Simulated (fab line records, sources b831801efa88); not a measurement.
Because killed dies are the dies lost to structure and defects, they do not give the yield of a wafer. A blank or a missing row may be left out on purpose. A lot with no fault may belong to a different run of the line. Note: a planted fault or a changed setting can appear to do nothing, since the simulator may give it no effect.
fab line records	flow gf180mcu
record lots=10	wafers=30	lastDay=34
route steps=602 shown CONTACT@313 M2@362 V2@398
lots with no fault: from the same line, run without faults
startH: start of the lot's first displayed wafer, in hours after the record's first day	waitH: hours from the lot's prior step to this one	" same as the row above	L1.1+2: one row covering several wafers at once	- no value, or no start was given	* or withheld: withheld	< > ~ a bound
route shown NAME@n: a module of which the file shows steps, and the number in the route of the first	usual: mean/standard deviation of fault-free wafers	same: alike in all rows	chamber/n: place in a boat	sites: each site's reading	_std_site: standard deviation across them	_edge_site: inner sites' mean taken away from outer sites' mean	radiusMm: how far each site lies from the wafer's centre	mask NAME#n: copy n	behind: tool/chamber where the wafer was last shaped	hold: the reason the lot was held/the length of the hold in hours/how it ended	device: names the non-switching transistor (n, p or np)	end of line: the route-end tests of the same wafers	where a step has no rows: the recipe by itself	killed: dies lost to structure and defects at the first sort, not the wafer's yield	map: dies across one wafer; x = killed, . = not, _ = none there
set.NAME: the run value of the setting; set.NAME@STEP: its run value at that earlier step	model.NAME: the simulator's own value behind a step, which no gauge read
the route's steps for a sample of lots (tables are steps, rows are wafers)
services: a tool's chamber out of use, with start hour (startH, from the record's first day; less than 0 if before it), hours out, and reason
## steps
# step GF_CONTACT_THK_MEAS_26
# recipe thkMeasGauge=xrf	reads=W_of_CONTACT_CVD_24
# usual CONTACT_W_THK=297/4.7
lot.wafer	tool	chamber	startH	waitH	CONTACT_W_THK[nm]
L496.4	filmMetro-01	-	356.31	0.1	302
L496.5	"	-	"	"	296
L496.6	"	-	"	"	299
L497.4	filmMetro-01	-	362.22	0.1	305
L497.5	"	-	"	"	297
L497.6	"	-	"	"	307
L498.3	filmMetro-04	-	371.61	0.1	294
L498.5	"	-	"	"	294
L498.6	"	-	"	"	292
L502.1	filmMetro-03	-	432.84	0.1	293
L502.3	"	-	"	"	293
L502.4	"	-	"	"	294
L507.3	filmMetro-01	-	469.17	0.1	297
L507.4	"	-	"	"	293
L507.5	"	-	"	"	293
L508.1	filmMetro-04	-	477.51	0.1	297
L508.4	"	-	"	"	293
L508.5	"	-	"	"	296
L509.4	filmMetro-01	-	481.05	0.1	300
L509.5	"	-	"	"	305
L509.6	"	-	"	"	302
L512.2	filmMetro-04	-	511.91	0.1	299
L512.4	"	-	"	"	295
L512.6	"	-	"	"	296
L518.2	filmMetro-03	-	550.46	0.1	299
L518.4	"	-	"	"	300
L518.6	"	-	"	"	298
L519.1	filmMetro-03	-	558.84	0.1	297
L519.2	"	-	"	"	290
L519.5	"	-	"	"	292
# step GF_M2_SPUTTER_00
# recipe material=Ti	targetThkNm=37.5	arrivingIonEnergyEv=80	substrateTempC=200	chamberPressurePa=2	powerW=4000	timeS=150
# usual chamberPressurePa=2.000/0.0041	throttleValvePct=30.1/1.1
lot.wafer	tool	chamber	startH	waitH	chamberPressurePa	throttleValvePct
L496.4	pvdSputter-03	-	405.31	0.2	1.993	31.5
L496.5	"	-	"	"	2.003	29.0
L496.6	"	-	"	"	1.994	29.6
L497.4	pvdSputter-03	-	411.44	0.1	2.006	31.2
L497.5	"	-	"	"	1.998	28.8
L497.6	"	-	"	"	2.004	29.3
L498.3	pvdSputter-01	-	421.25	0.1	1.999	31.9
L498.5	"	-	"	"	2.005	29.1
L498.6	"	-	"	"	1.995	32.1
L502.1	pvdSputter-01	-	484.72	0.1	1.993	29.2
L502.3	"	-	"	"	1.999	31.7
L502.4	"	-	"	"	1.998	31.7
L507.3	pvdSputter-04	-	520.46	0.2	2.002	31.2
L507.4	"	-	"	"	2.004	28.4
L507.5	"	-	"	"	2.004	29.0
L508.1	pvdSputter-03	-	528.68	0.1	1.992	29.4
L508.4	"	-	"	"	1.999	29.4
L508.5	"	-	"	"	1.996	29.6
L509.4	pvdSputter-01	-	532.06	0.1	1.999	30.4
L509.5	"	-	"	"	1.997	29.3
L509.6	"	-	"	"	1.995	31.8
L512.2	pvdSputter-04	-	560.96	0.1	2.002	31.0
L512.4	"	-	"	"	2.005	28.7
L512.6	"	-	"	"	1.998	28.3
L518.2	pvdSputter-04	-	597.07	0.1	2.002	29.1
L518.4	"	-	"	"	1.992	28.7
L518.6	"	-	"	"	2.003	29.1
L519.1	pvdSputter-01	-	604.42	0.2	2.003	29.1
L519.2	"	-	"	"	2.003	32.1
L519.5	"	-	"	"	2.002	31.7
# step GF_V2_ETCH_16
# recipe chemistry=N2/H2	targetDepthA=withheld	overetchA=withheld	timeS=withheld	target=BARC	ionEnergyEv=200	sourceW=500	biasW=100	pressureMtorr=30	n2FlowSccm=100	h2FlowSccm=200
# usual drypumpMotorCurrentA=5.9/0.39	oesProductAu=0.855/0.0044	throttleValvePct=13.223/0.0095
lot.wafer	tool	chamber	startH	waitH	drypumpMotorCurrentA	oesProductAu	throttleValvePct
L496.4	rieDiel-02	2	456.06	0.0	5.7	0.854	13.231
L496.5	"	1	"	"	6.4	0.850	13.228
L496.6	"	2	"	"	5.7	0.856	13.226
L497.4	rieDiel-04	2	460.65	0.0	5.2	0.840	13.230
L497.5	"	2	"	"	5.2	0.855	13.228
L497.6	"	1	"	"	6.1	0.856	13.222
L498.3	rieDiel-02	3	470.40	0.0	5.3	0.859	13.220
L498.5	"	3	"	"	5.3	0.856	13.202
L498.6	"	0	"	"	6.4	0.863	13.223
L502.1	rieDiel-01	0	533.51	0.0	5.9	0.856	13.222
L502.3	"	2	"	"	5.8	0.854	13.236
L502.4	"	3	"	"	6.0	0.870	13.236
L507.3	rieDiel-02	0	566.81	0.0	6.4	0.863	13.230
L507.4	"	2	"	"	5.7	0.856	13.227
L507.5	"	3	"	"	5.2	0.854	13.223
L508.1	rieDiel-02	0	574.11	0.0	6.4	0.850	13.250
L508.4	"	3	"	"	5.3	0.857	13.215
L508.5	"	1	"	"	6.4	0.861	13.208
L509.4	rieDiel-01	0	578.21	0.0	6.0	0.855	13.214
L509.5	"	3	"	"	6.0	0.859	13.226
L509.6	"	2	"	"	5.8	0.847	13.236
L512.2	rieDiel-01	3	605.01	0.0	6.0	0.856	13.230
L512.4	"	1	"	"	5.9	0.851	13.230
L512.6	"	3	"	"	6.0	0.853	13.253
L518.2	rieDiel-04	0	639.06	0.0	5.4	0.856	13.215
L518.4	"	2	"	"	5.2	0.861	13.226
L518.6	"	1	"	"	6.1	0.853	13.236
L519.1	rieDiel-02	1	646.81	0.0	6.4	0.857	13.218
L519.2	"	2	"	"	5.7	0.865	13.215
L519.5	"	3	"	"	5.2	0.854	13.220
# step GF_V2_CVD_23
# recipe material=W	targetThkNm=350	timeS=104.94	tempC=400	pressureTorr=40
# usual heaterPowerW=808/100
lot.wafer	tool	chamber	startH	waitH	heaterPowerW	sinceWetCleanH
L496.4	cvdW-02	1	456.86	0.1	694	-
L496.5	"	1	"	"	709	-
L496.6	"	0	"	"	834	-
L497.4	cvdW-02	0	461.45	0.1	842	-
L497.5	"	0	"	"	836	-
L497.6	"	1	"	"	694	-
L498.3	cvdW-02	1	471.23	0.1	697	-
L498.5	"	1	"	"	706	-
L498.6	"	0	"	"	861	-
L502.1	cvdW-01	1	534.27	0.0	1007	630
L502.3	"	1	"	"	972	-
L502.4	"	0	"	"	730	-
L507.3	cvdW-02	1	567.61	0.1	711	-
L507.4	"	0	"	"	853	-
L507.5	"	1	"	"	701	-
L508.1	cvdW-02	0	575.35	0.0	885	171
L508.4	"	1	"	"	726	-
L508.5	"	0	"	"	868	-
L509.4	cvdW-02	1	579.35	0.1	718	-
L509.5	"	0	"	"	857	-
L509.6	"	1	"	"	698	-
L512.2	cvdW-01	1	605.81	0.1	991	-
L512.4	"	1	"	"	994	-
L512.6	"	1	"	"	988	-
L518.2	cvdW-01	0	639.82	0.0	767	736
L518.4	"	0	"	"	759	-
L518.6	"	1	"	"	972	-
L519.1	cvdW-01	0	647.58	0.0	755	744
L519.2	"	0	"	"	753	-
L519.5	"	0	"	"	769	-
# step GF_V2_RS_MEAS_24
# recipe thkMeasGauge=four-point-probe	reads=W_of_V2_CVD_23+TiN_of_V2_SPUTTER_22+Ti_of_V2_SPUTTER_21
# usual V2_W_RS=0.326/0.0033
lot.wafer	tool	chamber	startH	waitH	V2_W_RS[ohm/sq]
L496.4	filmMetro-04	-	456.99	0.1	0.330
L496.5	"	-	"	"	0.324
L496.6	"	-	"	"	0.327
L497.4	filmMetro-04	-	461.59	0.1	0.320
L497.5	"	-	"	"	0.323
L497.6	"	-	"	"	0.323
L498.3	filmMetro-01	-	471.35	0.1	0.326
L498.5	"	-	"	"	0.326
L498.6	"	-	"	"	0.327
L502.1	filmMetro-04	-	534.39	0.1	0.329
L502.3	"	-	"	"	0.335
L502.4	"	-	"	"	0.323
L507.3	filmMetro-04	-	567.72	0.1	0.581
L507.4	"	-	"	"	0.588
L507.5	"	-	"	"	0.326
L508.1	filmMetro-03	-	575.47	0.1	0.569
L508.4	"	-	"	"	0.581
L508.5	"	-	"	"	0.321
L509.4	filmMetro-04	-	579.49	0.1	0.589
L509.5	"	-	"	"	0.324
L509.6	"	-	"	"	0.325
L512.2	filmMetro-04	-	606.02	0.2	0.327
L512.4	"	-	"	"	0.328
L512.6	"	-	"	"	0.329
L518.2	filmMetro-01	-	639.95	0.1	0.320
L518.4	"	-	"	"	0.321
L518.6	"	-	"	"	0.329
L519.1	filmMetro-01	-	647.80	0.2	0.322
L519.2	"	-	"	"	0.322
L519.5	"	-	"	"	0.320
# step GF_V2_THK_MEAS_25
# recipe thkMeasGauge=xrf	reads=W_of_V2_CVD_23
# usual V2_W_THK=347/4.4
lot.wafer	tool	chamber	startH	waitH	V2_W_THK[nm]
L496.4	filmMetro-04	-	457.08	0.1	342
L496.5	"	-	"	"	350
L496.6	"	-	"	"	346
L497.4	filmMetro-04	-	461.68	0.1	354
L497.5	"	-	"	"	351
L497.6	"	-	"	"	351
L498.3	filmMetro-01	-	471.45	0.1	347
L498.5	"	-	"	"	349
L498.6	"	-	"	"	348
L502.1	filmMetro-04	-	534.51	0.1	342
L502.3	"	-	"	"	336
L502.4	"	-	"	"	349
L507.3	filmMetro-04	-	567.82	0.1	195
L507.4	"	-	"	"	195
L507.5	"	-	"	"	346
L508.1	filmMetro-03	-	575.59	0.1	198
L508.4	"	-	"	"	196
L508.5	"	-	"	"	348
L509.4	filmMetro-04	-	579.58	0.1	194
L509.5	"	-	"	"	352
L509.6	"	-	"	"	350
L512.2	filmMetro-04	-	606.13	0.1	345
L512.4	"	-	"	"	346
L512.6	"	-	"	"	346
L518.2	filmMetro-01	-	640.06	0.1	355
L518.4	"	-	"	"	354
L518.6	"	-	"	"	346
L519.1	filmMetro-01	-	647.92	0.1	353
L519.2	"	-	"	"	353
L519.5	"	-	"	"	356
# step GF_V2_CMP_26
# recipe stopOn=SiO2	downForcePsi=3.5	platenRpm=60	tOverpolishS=15	targetThkNm=0	padVelocityMS=0.94248
# usual motorCurrentA=11.1/1.1	timeToEndpointS=86/3.1
lot.wafer	tool	chamber	startH	waitH	motorCurrentA	timeToEndpointS
L496.4	cmp-01	1	457.16	0.1	11.0	83
L496.5	"	0	"	"	11.6	83
L496.6	"	1	"	"	10.2	83
L497.4	cmp-02	3	461.76	0.1	11.7	83
L497.6	"	2	"	"	11.0	90
L497.5	"	3	"	"	11.5	84
L498.3	cmp-01	3	471.54	0.1	10.0	82
L498.6	"	2	"	"	10.1	88
L498.5	"	3	"	"	10.1	85
L502.4	cmp-02	2	534.57	0.0	11.3	94
L502.3	"	3	"	"	12.3	87
L502.1	"	1	"	"	13.3	91
L507.3	cmp-02	0	567.91	0.1	9.7	49
L507.4	"	2	"	"	10.8	51
L507.5	"	0	"	"	9.6	90
L508.1	cmp-02	1	575.86	0.3	13.3	52
L508.4	"	3	"	"	12.2	49
L508.5	"	2	"	"	11.6	91
L509.4	cmp-02	2	579.90	0.3	11.1	50
L509.6	"	0	"	"	10.0	86
L509.5	"	1	"	"	13.8	89
L512.2	cmp-02	1	606.28	0.1	13.8	91
L512.4	"	2	"	"	11.3	88
L512.6	"	0	"	"	10.3	87
L518.2	cmp-01	0	640.11	0.0	11.8	89
L518.4	"	2	"	"	9.8	88
L518.6	"	0	"	"	11.5	86
L519.2	cmp-02	2	648.03	0.1	11.9	89
L519.1	"	0	"	"	10.1	88
L519.5	"	1	"	"	13.4	90
## services
tool	chamber	startH	hours	kind
rieDiel-02	2	383.98	2.6	repair
cmp-02	-	389.79	3.3	pm
cvdW-02	-	390.00	14.0	pm
cmp-02	-	404.23	4.0	pm
pvdSputter-01	-	405.16	5.3	repair
cmp-02	-	407.11	0.5	repair
rieDiel-01	2	415.38	5.5	repair
cmp-02	-	428.32	0.6	repair
cmp-01	-	438.27	1.6	repair
rieDiel-01	-	445.10	15.6	pm
cmp-01	-	445.32	0.9	repair
cvdW-01	1	462.28	4.4	repair
rieDiel-02	1	467.93	3.2	repair
rieDiel-02	3	492.78	1.9	repair
cvdW-02	-	503.49	6.9	pm
cvdW-01	0	523.98	5.2	repair
rieDiel-02	-	545.08	0.6	repair
cvdW-02	-	579.79	2.8	pm
pvdSputter-01	-	584.88	11.2	repair
rieDiel-02	-	586.09	0.2	repair
cvdW-01	0	592.32	14.4	repair
pvdSputter-01	-	637.10	4.1	repair
cmp-02	-	639.71	0.6	repair
cvdW-01	1	644.56	7.6	repair
## key
firstSign step=GF_V2_RS_MEAS_24	reading=V2_W_RS	direction=up	sigmas=78	usual=0.326	struck=0.582
effect step=GF_V2_THK_MEAS_25	reading=V2_W_THK	direction=down	sigmas=35	usual=347	struck=196
effect step=GF_V2_CMP_26	reading=timeToEndpointS	direction=down	sigmas=12	usual=*	struck=*
metAt GF_V2_CVD_23
struckLots L507,L508,L509
struckWafers L507.3,L507.4,L508.1,L508.4,L509.4
notActingAt GF_CONTACT_THK_MEAS_26,GF_M2_SPUTTER_00,GF_V2_ETCH_16
onsetBetween 471.23 567.61
fault kind=processParameterDrift	tool=cvdW-02	chamber=-	onsetH=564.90	steps=GF_V2_CVD_23	channel=targetThkNm	offset=-154.59	shape=step	endH=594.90	scope=struckWafersOnly	actsIn=theseRecipesOnly	stated=350
